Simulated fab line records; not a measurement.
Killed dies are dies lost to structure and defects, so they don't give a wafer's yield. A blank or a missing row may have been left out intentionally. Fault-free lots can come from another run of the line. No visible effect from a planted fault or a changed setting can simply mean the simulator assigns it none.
fab line records	flow sky130
record: lots: 7	wafers: 21	last_day: 50
route steps=708 shown SD_N@350 SD_P@359 RES_XHIGH@360 SALICIDE@361 LI_CONTACT@362 PAD_OPEN@708
lots with no fault: from the same line, run without faults
start_h: start of the lot's first displayed wafer, in hours after the record's first day	wait_h: hours since the lot's step before	" same as the row above	L1.1+2: a row that stands for several wafers	- either no value or no given start	* or withheld: withheld	< > ~ a bound
route shown NAME@n: names a module that has steps shown in the file, with the first one's number in the route	usual: average and standard deviation across the fault-free wafers	same: alike in all rows	chamber/n: place in a boat	sites: readings site by site	_std_site: standard deviation of those values	_edge_site: mean of outer sites minus mean of inner sites	radius_mm: for every site, how far away it sits from the centre of the wafer	mask NAME#n: copy n	behind: the tool/chamber that last shaped the wafer	hold: cause of the lot's hold/its duration in hours/its outcome	device: names the non-switching transistor (n, p or np)	end of line: the route-end tests of the same wafers	step lacking rows: just its recipe	killed: count of dies lost to structure and defects at first sort (not the wafer's yield)	map: shows each die of a wafer: x if killed, . if not, _ if none is there
set.NAME: the setting that was run; set.NAME@STEP: the one run at that earlier step	model.NAME: the simulator's own value behind a step, which no gauge read
certain route steps with their lots: each step a table, each wafer a row
services: when a tool's chamber went out of use (start_h, in hours from the record's first day, below 0 if earlier), for how many hours, and the reason
== steps ==
step: SKY_SD_N_OVL_MEAS_08
usual: SD_N_OVL: -0.1/1.6
lot.wafer	tool	chamber	start_h	wait_h	SD_N_OVL[nm]
L419.1	overlay-01	-	635.28	0.1	1.5
L419.3	"	-	"	"	1.7
L419.4	"	-	"	"	1.8
L425.2	overlay-01	-	699.79	0.1	-0.1
L425.4	"	-	"	"	0.8
L425.6	"	-	"	"	2.0
L426.1	overlay-02	-	704.63	0.1	1.4
L426.3	"	-	"	"	-0.2
L426.4	"	-	"	"	0.8
L427.3	overlay-01	-	709.17	0.1	1.2
L427.4	"	-	"	"	0.6
L427.6	"	-	"	"	-0.9
L431.3	overlay-02	-	743.65	0.1	2.7
L431.5	"	-	"	"	3.2
L431.6	"	-	"	"	1.0
L436.2	overlay-02	-	779.24	0.1	-3.0
L436.4	"	-	"	"	-0.1
L436.5	"	-	"	"	-1.1
L442.2	overlay-02	-	826.37	0.1	0.7
L442.3	"	-	"	"	1.4
L442.6	"	-	"	"	3.0
step: SKY_SD_N_IMPLANT_09
recipe: species: As	energy_kev: 50	dose_cm2: 4e+15	tilt_deg: 0
step: SKY_SD_N_IMPLANT_10
recipe: species: P	energy_kev: 20	dose_cm2: 1e+14	tilt_deg: 0
step: SKY_SD_N_STRIP_11
recipe: chemistry: O2/N2	power_w: 1400	pressure_mtorr: 1500	platen_temp_c: withheld	o2_flow_sccm: 3000	n2_flow_sccm: 300	overash_fraction: 0.5
usual: drypump_motor_current_A: 5.5/0.58	oes_product_au: 0.527/0.0049	strip_time_to_endpoint_s: 22.55/0.046
lot.wafer	tool	chamber	start_h	wait_h	drypump_motor_current_A	oes_product_au	rf_hours_counter_h	strip_time_to_endpoint_s
L419.1	plasma_asher-02	0	635.62	0.1	6.3	0.528	46	22.58
L419.3	"	1	"	"	6.0	0.534	-	22.58
L419.4	"	0	"	"	6.4	0.532	-	22.52
L425.2	plasma_asher-04	0	700.12	0.1	4.7	0.530	27	22.66
L425.4	"	0	"	"	4.7	0.521	-	22.65
L425.6	"	0	"	"	4.7	0.528	-	22.59
L426.1	plasma_asher-02	0	704.97	0.1	6.4	0.532	53	22.45
L426.3	"	0	"	"	6.4	0.529	-	22.50
L426.4	"	1	"	"	6.0	0.534	-	22.49
L427.3	plasma_asher-04	0	709.53	0.1	4.7	0.520	-	22.49
L427.4	"	1	"	"	5.8	0.522	-	22.51
L427.6	"	1	"	"	5.8	0.527	-	22.53
L431.3	plasma_asher-04	0	744.00	0.1	4.7	0.536	-	22.47
L431.5	"	0	"	"	4.7	0.525	-	22.53
L431.6	"	1	"	"	5.8	0.524	-	22.51
L436.2	plasma_asher-01	0	779.57	0.1	5.7	0.534	101	22.59
L436.4	"	1	"	"	5.0	0.524	-	22.58
L436.5	"	1	"	"	5.0	0.530	-	22.60
L442.2	plasma_asher-02	0	826.70	0.1	6.4	0.535	65	22.48
L442.3	"	0	"	"	6.4	0.524	-	22.49
L442.6	"	1	"	"	6.0	0.528	-	22.51
step: SKY_SD_N_TW_MEAS_12
usual: SD_N_TW: 3992/53
lot.wafer	tool	chamber	start_h	wait_h	SD_N_TW
L419.1	film_metro-02	-	635.72	0.1	3938
L419.3	"	-	"	"	3959
L419.4	"	-	"	"	3974
L425.2	film_metro-01	-	700.23	0.1	4053
L425.4	"	-	"	"	4072
L425.6	"	-	"	"	4077
L426.1	film_metro-04	-	705.07	0.1	3950
L426.3	"	-	"	"	3948
L426.4	"	-	"	"	3957
L427.3	film_metro-01	-	709.62	0.1	4082
L427.4	"	-	"	"	4065
L427.6	"	-	"	"	4085
L431.3	film_metro-04	-	744.09	0.1	3928
L431.5	"	-	"	"	3929
L431.6	"	-	"	"	3941
L436.2	film_metro-04	-	779.68	0.1	3970
L436.4	"	-	"	"	3962
L436.5	"	-	"	"	3968
L442.2	film_metro-02	-	826.81	0.1	3910
L442.3	"	-	"	"	3918
L442.6	"	-	"	"	3924
step: SKY_SD_N_CLEAN_13
recipe: chemistry: SC1/SC2	mix: 1:4:20	temp_c: 70	time_s: 150	dry: n2_spin
step: SKY_SD_N_RTA_14
recipe: temp_c: 1075	time_s: 2	idle_temp_c: 650	ramp_up_c_per_s: 150	ramp_down_c_per_s: 90	ambient: N2
usual: anneal_temp_c_max: 1081.3/1.3	lamp_power_pct: 15.74/0.056	wafer_temp_C_max: 1078.0/1.3
lot.wafer	tool	chamber	start_h	wait_h	anneal_temp_c_max	lamp_power_pct	wafer_temp_C_max
L419.1	rtp_anneal-01	0	635.83	0.0	1080.3	15.74	1081.2
L419.3	"	0	"	"	1079.5	15.68	1077.5
L419.4	"	0	"	"	1080.9	15.82	1078.5
L425.2	rtp_anneal-01	0	700.35	0.0	1081.4	15.71	1078.5
L425.4	"	0	"	"	1080.7	15.65	1077.2
L425.6	"	0	"	"	1079.0	15.75	1077.4
L426.1	rtp_anneal-02	0	705.19	0.0	1079.6	15.74	1077.5
L426.3	"	0	"	"	1082.1	15.80	1078.0
L426.4	"	0	"	"	1081.2	15.83	1077.4
L427.3	rtp_anneal-01	0	709.72	0.0	1081.2	15.74	1078.1
L427.4	"	0	"	"	1081.0	15.70	1078.8
L427.6	"	0	"	"	1080.7	15.76	1077.0
L431.3	rtp_anneal-01	0	744.20	0.0	1080.5	15.78	1076.4
L431.5	"	0	"	"	1079.5	15.70	1080.1
L431.6	"	0	"	"	1079.9	15.82	1079.6
L436.2	rtp_anneal-02	0	779.80	0.0	1081.1	15.71	1077.1
L436.4	"	0	"	"	1082.3	15.70	1076.0
L436.5	"	0	"	"	1082.0	15.71	1077.3
L442.2	rtp_anneal-01	0	826.92	0.0	1081.1	15.77	1079.1
L442.3	"	0	"	"	1080.4	15.72	1076.8
L442.6	"	0	"	"	1079.8	15.67	1075.7
step: SKY_SD_N_RS_MEAS_16
recipe: thk_meas_gauge: four-point-probe
usual: SD_N_RS: 68.58/0.11
lot.wafer	tool	chamber	start_h	wait_h	SD_N_RS[ohm/sq]
L419.1	film_metro-01	-	636.00	0.1	68.59
L419.3	"	-	"	"	68.66
L419.4	"	-	"	"	68.67
L425.2	film_metro-02	-	700.58	0.1	68.46
L425.4	"	-	"	"	68.42
L425.6	"	-	"	"	68.44
L426.1	film_metro-02	-	705.36	0.1	68.73
L426.3	"	-	"	"	68.63
L426.4	"	-	"	"	68.78
L427.3	film_metro-02	-	709.92	0.1	68.73
L427.4	"	-	"	"	68.44
L427.6	"	-	"	"	68.49
L431.3	film_metro-02	-	744.40	0.1	68.71
L431.5	"	-	"	"	68.46
L431.6	"	-	"	"	68.62
L436.2	film_metro-02	-	780.03	0.1	68.45
L436.4	"	-	"	"	68.56
L436.5	"	-	"	"	68.65
L442.2	film_metro-01	-	827.10	0.1	68.63
L442.3	"	-	"	"	68.76
L442.6	"	-	"	"	68.71
step: SKY_SD_N_RS_MEAS_17
recipe: thk_meas_gauge: four-point-probe
usual: SD_P_RS: 147.1/0.32
lot.wafer	tool	chamber	start_h	wait_h	SD_P_RS[ohm/sq]
L419.1	film_metro-01	-	636.12	0.1	147.3
L419.3	"	-	"	"	147.3
L419.4	"	-	"	"	147.2
L425.2	film_metro-02	-	700.70	0.1	146.9
L425.4	"	-	"	"	146.9
L425.6	"	-	"	"	146.6
L426.1	film_metro-02	-	705.48	0.1	147.3
L426.3	"	-	"	"	147.6
L426.4	"	-	"	"	147.2
L427.3	film_metro-02	-	710.04	0.1	146.8
L427.4	"	-	"	"	147.0
L427.6	"	-	"	"	146.8
L431.3	film_metro-02	-	744.52	0.1	147.4
L431.5	"	-	"	"	146.9
L431.6	"	-	"	"	147.0
L436.2	film_metro-02	-	780.15	0.1	147.2
L436.4	"	-	"	"	147.1
L436.5	"	-	"	"	147.3
L442.2	film_metro-01	-	827.22	0.1	147.1
L442.3	"	-	"	"	147.0
L442.6	"	-	"	"	147.3
step: SKY_SD_N_RS_MEAS_18
recipe: thk_meas_gauge: four-point-probe
usual: RES_XHIGH_RS: 333.2/1.2
lot.wafer	tool	chamber	start_h	wait_h	RES_XHIGH_RS[ohm/sq]
L419.1	film_metro-01	-	636.24	0.1	333.0
L419.3	"	-	"	"	331.1
L419.4	"	-	"	"	332.4
L425.2	film_metro-02	-	700.82	0.1	331.0
L425.4	"	-	"	"	331.3
L425.6	"	-	"	"	332.0
L426.1	film_metro-02	-	705.60	0.1	333.5
L426.3	"	-	"	"	333.1
L426.4	"	-	"	"	332.8
L427.3	film_metro-02	-	710.16	0.1	332.4
L427.4	"	-	"	"	334.1
L427.6	"	-	"	"	334.3
L431.3	film_metro-02	-	744.64	0.1	333.0
L431.5	"	-	"	"	333.0
L431.6	"	-	"	"	334.8
L436.2	film_metro-02	-	780.27	0.1	331.1
L436.4	"	-	"	"	330.9
L436.5	"	-	"	"	331.5
L442.2	film_metro-01	-	827.34	0.1	335.4
L442.3	"	-	"	"	335.5
L442.6	"	-	"	"	335.8
step: SKY_SALICIDE_CLEAN_00
recipe: chemistry: HF-last	time_s: 30	dilution: 100:1	dry: ipa_marangoni
step: SKY_LI_CONTACT_HDPCVD_00
recipe: material: PSG	target_thk_nm: 930	sigma_open_frac: 0.3	time_s: 155	temp_c: 600	sih4_flow_sccm: 60	pressure_mtorr: 6
usual: run_length_s: 182.8/0.53
lot.wafer	tool	chamber	start_h	wait_h	run_length_s	model.PSG_of_LI_CONTACT_HDPCVD_00.thk_nm
L419.1	hdpcvd-01	2	636.38	0.0	182.4	931.7
L419.3	"	1	"	"	183.1	928.4
L419.4	"	0	"	"	182.9	954
L425.2	hdpcvd-02	2	700.93	0.0	213.0	1103
L425.4	"	2	"	"	212.8	1100
L425.6	"	1	"	"	213.2	1092
L426.1	hdpcvd-02	0	705.76	0.0	212.5	1116
L426.3	"	2	"	"	212.7	1117
L426.4	"	2	"	"	212.9	1118
L427.3	hdpcvd-02	0	710.26	0.0	212.1	1105
L427.4	"	2	"	"	213.2	1104
L427.6	"	0	"	"	212.2	1105
L431.3	hdpcvd-01	0	744.74	0.0	183.6	932.9
L431.5	"	0	"	"	183.0	921.1
L431.6	"	1	"	"	183.3	928.7
L436.2	hdpcvd-01	1	780.38	0.0	183.6	910.7
L436.4	"	0	"	"	183.0	905.8
L436.5	"	1	"	"	183.1	902.3
L442.2	hdpcvd-02	2	827.48	0.0	182.6	943.7
L442.3	"	0	"	"	181.8	937.6
L442.6	"	0	"	"	181.6	936.4
step: SKY_LI_CONTACT_THK_MEAS_01
recipe: reads: PSG_of_LI_CONTACT_HDPCVD_00
usual: LI_CONTACT_HDPCVD_THK: 928/10
lot.wafer	tool	chamber	start_h	wait_h	LI_CONTACT_HDPCVD_THK[nm]
L419.1	film_metro-02	-	636.48	0.1	932
L419.3	"	-	"	"	929
L419.4	"	-	"	"	954
L425.2	film_metro-02	-	701.06	0.1	1103
L425.4	"	-	"	"	1100
L425.6	"	-	"	"	1092
L426.1	film_metro-01	-	705.86	0.1	1117
L426.3	"	-	"	"	1116
L426.4	"	-	"	"	1118
L427.3	film_metro-04	-	710.38	0.1	1105
L427.4	"	-	"	"	1104
L427.6	"	-	"	"	1106
L431.3	film_metro-02	-	744.86	0.1	932
L431.5	"	-	"	"	921
L431.6	"	-	"	"	929
L436.2	film_metro-01	-	780.50	0.1	910
L436.4	"	-	"	"	906
L436.5	"	-	"	"	903
L442.2	film_metro-04	-	827.59	0.1	943
L442.3	"	-	"	"	938
L442.6	"	-	"	"	936
step: SKY_LI_CONTACT_CMP_02
recipe: material: PSG	down_force_psi: 4	platen_rpm: 60	pad_velocity_m_s: 0.94248
usual: motor_current_A: 12.7/1.1	time_to_endpoint_s: 33/3.1
lot.wafer	tool	chamber	start_h	wait_h	motor_current_A	time_to_endpoint_s
L419.3	cmp-01	1	636.59	0.1	14.9	36
L419.4	"	2	"	"	11.9	32
L419.1	"	3	"	"	12.3	33
L425.4	cmp-02	0	701.16	0.1	12.6	46
L425.2	"	2	"	"	13.8	51
L425.6	"	3	"	"	11.0	53
L426.4	cmp-02	3	705.92	0.0	11.2	56
L426.3	"	0	"	"	12.6	51
L426.1	"	2	"	"	12.8	53
L427.4	cmp-01	0	710.42	0.0	13.7	49
L427.3	"	2	"	"	12.1	49
L427.6	"	0	"	"	13.7	54
L431.3	cmp-02	0	744.90	0.0	12.0	33
L431.5	"	0	"	"	12.9	31
L431.6	"	1	"	"	14.0	32
L436.4	cmp-02	2	780.55	0.0	12.7	33
L436.2	"	0	"	"	12.1	30
L436.5	"	3	"	"	11.0	35
L442.3	cmp-02	2	827.74	0.1	13.0	36
L442.2	"	3	"	"	10.9	36
L442.6	"	0	"	"	12.4	32
step: SKY_LI_CONTACT_BOW_MEAS_03
recipe: mode: bow
usual: LI_CONTACT_BOW: 57/6.6
lot.wafer	tool	chamber	start_h	wait_h	LI_CONTACT_BOW[um]
L419.1	film_metro-04	-	636.84	0.1	60
L419.3	"	-	"	"	59
L419.4	"	-	"	"	50
L425.2	film_metro-01	-	701.43	0.1	57
L425.4	"	-	"	"	51
L425.6	"	-	"	"	54
L426.1	film_metro-02	-	706.22	0.1	47
L426.3	"	-	"	"	55
L426.4	"	-	"	"	54
L427.3	film_metro-02	-	710.76	0.2	62
L427.4	"	-	"	"	57
L427.6	"	-	"	"	64
L431.3	film_metro-02	-	745.24	0.3	65
L431.5	"	-	"	"	58
L431.6	"	-	"	"	62
L436.2	film_metro-04	-	780.87	0.2	50
L436.4	"	-	"	"	52
L436.5	"	-	"	"	51
L442.2	film_metro-02	-	827.96	0.1	56
L442.3	"	-	"	"	58
L442.6	"	-	"	"	50
step: SKY_PAD_OPEN_PROBE_99
usual: killed_at_M0_to_M3: 44/6.9	killed_at_M4_up: 3.0/1.5	killed_at_contacts: 24/5.2	killed_at_front_end: 15/4.1	killed_at_other: 0.4/0.62	killed_dies: 87/9.6	killed_open: 47/7	killed_short: 40/6.2
same: gross_dies: 492	killed_at_back_side: 0
lot.wafer	tool	chamber	start_h	wait_h	killed_at_M0_to_M3	killed_at_M4_up	killed_at_contacts	killed_at_front_end	killed_at_other	killed_dies	killed_open	killed_short
L419.1	prober-01	-	1065.24	0.1	36	3	28	21	1	89	47	41
L419.3	prober-01	-	1065.34	0.2	42	3	28	14	0	87	46	40
L419.4	prober-01	-	1065.39	0.2	46	2	17	15	0	80	48	31
L427.3	prober-01	-	1118.76	0.2	51	2	23	20	0	96	53	43
L427.4	prober-01	-	1118.81	0.2	48	3	25	13	2	91	47	43
L427.6	prober-01	-	1118.91	0.2	41	2	26	13	0	82	46	36
killed by level:class
L419.1 CONTACT:geometric_particle:open=9 VIA1:geometric_particle:open=9 METAL1:geometric_particle:short=7 FIELD_ISO:geometric_particle:open=6 LI_CONTACT:geometric_particle:short=5 CONTACT:geometric_particle:short=5 POLY_GATE:geometric_particle:short=4 LI_CONTACT:geometric_particle:open=4
L419.3 CONTACT:geometric_particle:open=15 VIA1:geometric_particle:open=6 CONTACT:geometric_particle:short=5 VIA1:geometric_particle:short=5 METAL3:geometric_particle:short=5 VIA3:geometric_particle:open=5 FIELD_ISO:geometric_particle:open=4 FIELD_ISO:geometric_particle:short=4
L419.4 VIA1:geometric_particle:open=13 CONTACT:geometric_particle:open=10 METAL1:geometric_particle:short=9 VIA3:geometric_particle:open=7 FIELD_ISO:geometric_particle:open=6 VIA1:geometric_particle:short=5 POLY_GATE:geometric_particle:open=3 METAL2:geometric_particle:short=3
L427.3 METAL2:geometric_particle:short=11 VIA1:geometric_particle:open=9 VIA3:geometric_particle:open=9 CONTACT:geometric_particle:open=8 LI_CONTACT:geometric_particle:open=7 VIA2:geometric_particle:open=6 FIELD_ISO:geometric_particle:open=5 POLY_GATE:geometric_particle:short=5
L427.4 CONTACT:geometric_particle:open=14 VIA1:geometric_particle:open=11 METAL2:geometric_particle:short=7 METAL1:geometric_particle:short=7 VIA1:geometric_particle:short=6 CONTACT:geometric_particle:short=5 METAL3:geometric_particle:short=4 VIA2:geometric_particle:open=4
L427.6 CONTACT:geometric_particle:open=9 VIA3:geometric_particle:open=9 VIA1:geometric_particle:open=8 VIA1:geometric_particle:short=7 FIELD_ISO:geometric_particle:open=6 LI_CONTACT:geometric_particle:open=6 METAL2:geometric_particle:short=6 CONTACT:geometric_particle:short=5
== services ==
tool	chamber	start_h	hours	kind
cmp-02	-	642.17	4.3	repair
hdpcvd-01	-	644.22	28.1	pm
cmp-01	-	645.28	4.4	repair
cmp-01	-	651.19	0.8	repair
cmp-02	-	653.75	1.3	repair
hdpcvd-01	-	672.32	15.0	pm
plasma_asher-02	-	673.16	2.3	repair
hdpcvd-01	-	679.42	2.0	repair
plasma_asher-02	-	687.32	2.1	repair
hdpcvd-02	-	688.79	0.7	repair
cmp-01	-	690.29	1.1	repair
cmp-01	-	699.04	2.6	repair
hdpcvd-01	-	711.04	0.5	repair
cmp-02	-	716.53	3.1	repair
cmp-01	-	722.59	0.8	repair
cmp-02	-	723.98	4.2	pm
cmp-01	-	728.36	6.6	pm
plasma_asher-04	-	729.30	8.3	repair
cmp-01	-	744.00	4.0	pm
rtp_anneal-02	-	777.11	0.3	repair
hdpcvd-02	-	779.04	14.6	pm
cmp-01	-	804.65	1.5	repair
cmp-01	-	807.68	1.6	repair
cmp-02	-	818.48	1.7	repair
== key ==
first_sign: step: SKY_LI_CONTACT_HDPCVD_00	reading: run_length_s	direction: up	sigmas: 56	usual: *	struck: *
effect: step: SKY_LI_CONTACT_THK_MEAS_01	reading: LI_CONTACT_HDPCVD_THK	direction: up	sigmas: 17	usual: 928	struck: 1107
effect: step: SKY_LI_CONTACT_CMP_02	reading: time_to_endpoint_s	direction: up	sigmas: 5.9	usual: *	struck: *
model_effect: step: SKY_LI_CONTACT_HDPCVD_00	value: PSG_of_LI_CONTACT_HDPCVD_00.thk_nm	without: 925.3	struck: 1107
met_at SKY_LI_CONTACT_HDPCVD_00
struck_wafers L425.2,L425.4,L425.6,L426.1,L426.3,L426.4,L427.3,L427.4,L427.6
tester_left_out L425,L426,L427
fault: kind: process_parameter_drift	tool: hdpcvd-02	chamber: -	onset_h: 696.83	steps: SKY_LI_CONTACT_HDPCVD_00	channel: time_s	offset: *	shape: step	end_h: 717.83	acts_in: *	stated: *
tester_left_out: of these lots the tester's yield and bins aren't shown, on N5 and GAA mostly nor the transistor test; their killed dies are dies lost to structure and defects alone, not to doping, threshold or leakage, so they don't give the yield
